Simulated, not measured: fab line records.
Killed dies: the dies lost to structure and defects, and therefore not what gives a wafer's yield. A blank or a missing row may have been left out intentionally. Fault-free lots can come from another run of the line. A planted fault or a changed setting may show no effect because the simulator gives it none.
Comparing a struck lot with a sound one | flow sky130 | 43 steps out of a route of 708
Sound: wafers L363.1, L363.2, L363.6. Wafers struck: L375.1, L375.6. The cause comes at the end.
Order at every step that has rows: each side's tool, ch and its chambers, its first start. Under that, the readings that differ: sound wafers | struck wafers | difference of the means | sigmas: that difference in standard deviations of wafers without a fault.
alike: words and numbers the same on both sides, and readings whose means are apart by under 2 such deviations; not compared: readings that were withheld, readings missing a value for some wafer, numbers with overlapping values and no deviation given by the record, and bounds like >300 which may hide the same value.
Wherever a step has rows on one side only, a row that says differs or no value, or a row with sigmas, the two part there. Non-overlapping numbers with no deviation appear without sigmas and do not part them. A reading missing from all wafers of one side parts the sides only when that side holds two or more wafers.

first, 1 step without rows for these wafers: SKY_METAL2_DEVELOP_14 (develop time 60 s).
SKY_METAL2_CD_MEAS_15: target cd 140 nm.
  sound on cdSem-01, day 36 03:19; struck on cdSem-02, day 39 23:47
  alike: cdNm
SKY_METAL2_OVL_MEAS_16:
  sound on overlay-01, day 36 03:26; struck on overlay-02, day 39 23:55
  alike: METAL2_OVL
then, 3 steps without rows for these wafers: SKY_METAL2_DESCUM_17 (chemistry O2, time 8 s); SKY_METAL2_ETCH_18 (etches BARC in N2/H2, stops on SiO2, time 45.9 s, target depth 60 nm); SKY_METAL2_METAL_ETCH_19 (etches the open film in Cl2/BCl3, stops on SiO2, target depth 360 nm, time 78 s).
SKY_METAL2_STRIP_20: strips in O2/N2.
  sound on plasmaAsher-02 ch 0,1, day 36 03:39; struck on plasmaAsher-01 ch 0,1, day 40 00:08
  alike: drypumpMotorCurrentA, oesProductAu, stripTimeToEndpointS
  not compared: rfHoursCounterH
then, 4 steps without rows for these wafers: SKY_METAL2_STRIP_21 (strips in post etch residue remover, time 1200 s); SKY_METAL2_CLEAN_22 (cleans in IPA, time 180 s); SKY_METAL2_CLEAN_23 (cleans in O3/DIW); SKY_VIA2_HDPCVD_00 (deposits SiO2, target thk 1180 nm, time 196.7 s).
SKY_VIA2_THK_MEAS_01:
  sound on filmMetro-01, day 36 04:22; struck on filmMetro-01, day 40 00:50
  alike: VIA2_HDPCVD_THK
SKY_VIA2_CMP_02: polishes SiO2.
  sound on cmp-02 ch 1,3, day 36 04:29; struck on cmp-01 ch 3, day 40 03:50
  alike: motorCurrentA, retainingRingPressureFrac
SKY_VIA2_BOW_MEAS_03:
  sound on filmMetro-04, day 36 04:44; struck on filmMetro-03, day 40 04:05
  alike: VIA2_BOW
then, 8 steps without rows for these wafers: SKY_VIA2_DEHYDRATE_04 (time 60 s); SKY_VIA2_HMDS_05 (prime time 60 s); SKY_VIA2_COAT_06 (resist thk 60 nm); SKY_VIA2_COAT_07 (resist thk 450 nm); SKY_VIA2_SOFTBAKE_08 (time 90 s); SKY_VIA2_EXPOSE_09 (exposes mask VIM2, target cd 200 nm); SKY_VIA2_PEB_10; SKY_VIA2_DEVELOP_11 (develop time 60 s).
SKY_VIA2_CD_MEAS_12: target cd 200 nm.
  sound on cdSem-02, day 37 06:58; struck on cdSem-02, day 41 03:34
  alike: cdNm
SKY_VIA2_OVL_MEAS_13:
  sound on overlay-01, day 37 07:05; struck on overlay-01, day 41 03:41
  alike: VIA2_OVL
then, 1 step without rows for these wafers: SKY_VIA2_ETCH_14 (etches BARC in N2/H2, stops on SiO2, time 45.9 s, target depth 60 nm).
SKY_VIA2_ETCH_15: etches SiO2 in C4F8/O2/Ar, stops on TiN, target depth 546 nm, time 84 s.
  sound on rieDiel-02 ch 2,3, day 37 07:10; struck on rieDiel-02 ch 2,3, day 41 03:46
  alike: oesProductAu
  not compared: rfHoursCounterH
SKY_VIA2_STRIP_16: strips in O2/N2.
  sound on plasmaAsher-03 ch 0,1, day 37 07:14; struck on plasmaAsher-01 ch 0,1, day 41 03:50
  alike: drypumpMotorCurrentA, oesProductAu, stripTimeToEndpointS
  not compared: rfHoursCounterH
then, 5 steps without rows for these wafers: SKY_VIA2_STRIP_17 (strips in post etch residue remover, time 1200 s); SKY_VIA2_CLEAN_18 (cleans in IPA, time 180 s); SKY_VIA2_CLEAN_19 (cleans in O3/DIW); SKY_VIA2_SPUTTER_20 (material TiN, target thk 20 nm, time 80 s); SKY_VIA2_CVD_21 (deposits W, target thk 420 nm, time 126.4 s).
SKY_VIA2_RS_MEAS_22: measurement is done with a four-point probe.
  sound on filmMetro-03, day 37 08:10; struck on filmMetro-03, day 41 04:49
  alike: VIA2_W_RS
SKY_VIA2_THK_MEAS_23: measures by xrf.
  sound on filmMetro-03, day 37 08:17; struck on filmMetro-03, day 41 04:56
  alike: VIA2_W_THK
then, 2 steps without rows for these wafers: SKY_VIA2_CMP_24 (polishes, stops on SiO2, t overpolish 20 s, target thk 0 nm); SKY_METAL3_SPUTTER_00 (material Ti, target thk 15 nm, time 10 s).
SKY_METAL3_SPUTTER_01: material TiN, target thk 20 nm, time 16.7 s.
  sound on pvdSputter-03, day 37 08:40; struck on pvdSputter-03, day 41 05:20
  alike: cathodeDcPowerW, throttleValvePct
then, 1 step without rows for these wafers: SKY_METAL3_SPUTTER_02 (material AlCu, target thk 735 nm, time 39.1 s).
SKY_METAL3_SPUTTER_03: material Ti, target thk 5 nm, time 3.3 s.
  sound on pvdSputter-03, day 37 08:44; struck on pvdSputter-03, day 41 05:23
  alike: cathodeDcPowerW, throttleValvePct
then, 2 steps without rows for these wafers: SKY_METAL3_SPUTTER_04 (material TiN, target thk 70 nm, time 58.3 s); SKY_CAPM_CVD_00 (deposits SiO2, target thk 15.5 nm).
SKY_CAPM_THK_MEAS_01:
  sound on filmMetro-03, day 37 08:50; struck on filmMetro-02, day 41 05:29
  alike: CAPM_CVD_00_THK
-- the record jumps here: 8 days lie between the struck wafers' starts before and after (it left off in module CAPM and takes up again in module PAD_OPEN, whose first step shown is number 708 of the route) --
SKY_PAD_OPEN_PROBE_99:
  sound on prober-02, day 46 12:29; struck on prober-02, day 49 12:56
reading                                   | sound             | struck        | difference | sigmas
model.etest.tipSonos.rsOhmSq              | 2555 2557 2555    | 2825 2810     | +262       | 
model.etest.tipSonos.rsOhmSqRange         | 32.6 40.7 20.82   | 163 149.6     | +125       | 
model.etest.tipSonos.rsOhmSqRimLessCentre | 16.89 11.96 7.857 | -52.55 -39.95 | -58.49     | 
  alike: killed_at_M0_to_M3, killed_at_M4_up, killedAtContacts, killedAtFrontEnd, killedAtOther, killedDies, killedOpen, killedShort

== WHERE THEY PART ==
Nowhere in this record.

WHY: whatever the simulator had introduced
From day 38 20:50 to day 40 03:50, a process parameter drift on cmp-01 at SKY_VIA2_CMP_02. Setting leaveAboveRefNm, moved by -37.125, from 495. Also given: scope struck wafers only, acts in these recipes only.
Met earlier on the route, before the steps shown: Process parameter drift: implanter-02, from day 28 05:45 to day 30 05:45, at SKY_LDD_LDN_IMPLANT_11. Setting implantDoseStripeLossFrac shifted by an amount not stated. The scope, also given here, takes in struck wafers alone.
